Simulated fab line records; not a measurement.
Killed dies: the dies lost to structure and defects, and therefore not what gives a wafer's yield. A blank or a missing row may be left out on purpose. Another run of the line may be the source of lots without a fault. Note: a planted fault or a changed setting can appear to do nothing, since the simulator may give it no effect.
Chamber matching || flow gf180mcu || cmp-02 running GF_V1_CMP_04: 4 sister chambers
The step polishes SiO2. 18 wafers are shown with their chamber, then 9 later ones without.

## EACH WAFER AND ITS CHAMBER
{"wafer": "L157.2", "chamber": 0, "motor-current-A (A)": 11.2, "time-to-endpoint-s (s)": 72, "retaining-ring-pressure-frac": 1.014}
{"wafer": "L157.4", "chamber": 1, "motor-current-A (A)": 13.2, "time-to-endpoint-s (s)": 74, "retaining-ring-pressure-frac": 0.999}
{"wafer": "L157.5", "chamber": 1, "motor-current-A (A)": 13.0, "time-to-endpoint-s (s)": 74, "retaining-ring-pressure-frac": 1.004}
{"wafer": "L159.1", "chamber": 3, "motor-current-A (A)": 10.1, "time-to-endpoint-s (s)": 71, "retaining-ring-pressure-frac": 0.997}
{"wafer": "L159.4", "chamber": 2, "motor-current-A (A)": 12.7, "time-to-endpoint-s (s)": 82, "retaining-ring-pressure-frac": 1.000}
{"wafer": "L159.5", "chamber": 3, "motor-current-A (A)": 10.1, "time-to-endpoint-s (s)": 77, "retaining-ring-pressure-frac": 1.000}
{"wafer": "L160.1", "chamber": 2, "motor-current-A (A)": 12.7, "time-to-endpoint-s (s)": 79, "retaining-ring-pressure-frac": 1.002}
{"wafer": "L160.2", "chamber": 3, "motor-current-A (A)": 9.9, "time-to-endpoint-s (s)": 79, "retaining-ring-pressure-frac": 0.998}
{"wafer": "L160.3", "chamber": 1, "motor-current-A (A)": 12.3, "time-to-endpoint-s (s)": 76, "retaining-ring-pressure-frac": 1.009}
{"wafer": "L162.1", "chamber": 3, "motor-current-A (A)": 9.8, "time-to-endpoint-s (s)": 78, "retaining-ring-pressure-frac": 1.003}
{"wafer": "L162.2", "chamber": 1, "motor-current-A (A)": 13.2, "time-to-endpoint-s (s)": 78, "retaining-ring-pressure-frac": 0.998}
{"wafer": "L162.4", "chamber": 2, "motor-current-A (A)": 12.6, "time-to-endpoint-s (s)": 83, "retaining-ring-pressure-frac": 1.001}
{"wafer": "L164.1", "chamber": 1, "motor-current-A (A)": 12.8, "time-to-endpoint-s (s)": 78, "retaining-ring-pressure-frac": 1.004}
{"wafer": "L164.4", "chamber": 2, "motor-current-A (A)": 13.1, "time-to-endpoint-s (s)": 86, "retaining-ring-pressure-frac": 1.003}
{"wafer": "L164.6", "chamber": 0, "motor-current-A (A)": 11.6, "time-to-endpoint-s (s)": 82, "retaining-ring-pressure-frac": 1.006}
{"wafer": "L165.3", "chamber": 3, "motor-current-A (A)": 10.1, "time-to-endpoint-s (s)": 88, "retaining-ring-pressure-frac": 0.999}
{"wafer": "L165.4", "chamber": 0, "motor-current-A (A)": 11.4, "time-to-endpoint-s (s)": 87, "retaining-ring-pressure-frac": 0.992}
{"wafer": "L165.5", "chamber": 3, "motor-current-A (A)": 9.8, "time-to-endpoint-s (s)": 90, "retaining-ring-pressure-frac": 1.003}

SIGNATURES (averages over the wafers above)
{"reading": "motor-current-A", "chamber 0": 11.400, "chamber 1": 12.900, "chamber 2": 12.775, "chamber 3": 9.967, "scatter within a chamber": 0.254}
{"reading": "time-to-endpoint-s", "chamber 0": 80.33, "chamber 1": 76.00, "chamber 2": 82.50, "chamber 3": 80.50, "scatter within a chamber": 5.45}
{"reading": "retaining-ring-pressure-frac", "chamber 0": 1.00400, "chamber 1": 1.00280, "chamber 2": 1.00150, "chamber 3": 1.00000, "scatter within a chamber": 0.0051}
Rule: distance of a wafer from a chamber = root of the sum over the readings of ((wafer's reading minus chamber's mean) / reading's scatter) squared. The wafer belongs to the nearest chamber; if the next one is less than 2 further off, it can't be placed. How the scatter is found: for the shown wafers, subtract from each reading the mean of its chamber, square and add these, divide the total by (wafers less chambers), then take the root.

## WAFERS WITHOUT THEIR CHAMBER
{"wafer": "L176.1", "motor-current-A (A)": 11.0, "time-to-endpoint-s (s)": 84, "retaining-ring-pressure-frac": 1.000}
{"wafer": "L176.4", "motor-current-A (A)": 12.5, "time-to-endpoint-s (s)": 90, "retaining-ring-pressure-frac": 0.998}
{"wafer": "L176.5", "motor-current-A (A)": 13.9, "time-to-endpoint-s (s)": 86, "retaining-ring-pressure-frac": 1.001}
{"wafer": "L177.3", "motor-current-A (A)": 10.4, "time-to-endpoint-s (s)": 76, "retaining-ring-pressure-frac": 0.990}
{"wafer": "L177.5", "motor-current-A (A)": 11.5, "time-to-endpoint-s (s)": 77, "retaining-ring-pressure-frac": 1.002}
{"wafer": "L177.6", "motor-current-A (A)": 13.2, "time-to-endpoint-s (s)": 76, "retaining-ring-pressure-frac": 1.002}
{"wafer": "L178.2", "motor-current-A (A)": 11.9, "time-to-endpoint-s (s)": 78, "retaining-ring-pressure-frac": 1.005}
{"wafer": "L178.5", "motor-current-A (A)": 12.8, "time-to-endpoint-s (s)": 86, "retaining-ring-pressure-frac": 1.002}
{"wafer": "L178.6", "motor-current-A (A)": 12.1, "time-to-endpoint-s (s)": 90, "retaining-ring-pressure-frac": 0.990}

## WHICH CHAMBER EACH WENT THROUGH
{"wafer": "L176.1", "from the rows above": 0, "in truth": 0}
{"wafer": "L176.4", "from the rows above": "can't be placed: 2 or 1", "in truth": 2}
{"wafer": "L176.5", "from the rows above": "can't be placed: 1 or 2", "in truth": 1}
{"wafer": "L177.3", "from the rows above": 3, "in truth": 3}
{"wafer": "L177.5", "from the rows above": 0, "in truth": 0}
{"wafer": "L177.6", "from the rows above": "can't be placed: 1 or 2", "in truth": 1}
{"wafer": "L178.2", "from the rows above": "can't be placed: 0 or 2 or 1", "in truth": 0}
{"wafer": "L178.5", "from the rows above": "can't be placed: 2 or 1", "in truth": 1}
{"wafer": "L178.6", "from the rows above": "can't be placed: 2 or 0 or 1", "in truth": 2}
Placed correctly: 3 of 9. Not placeable from these rows: 6 (in 6, the candidates include the true chamber). Wrongly placed: 0.
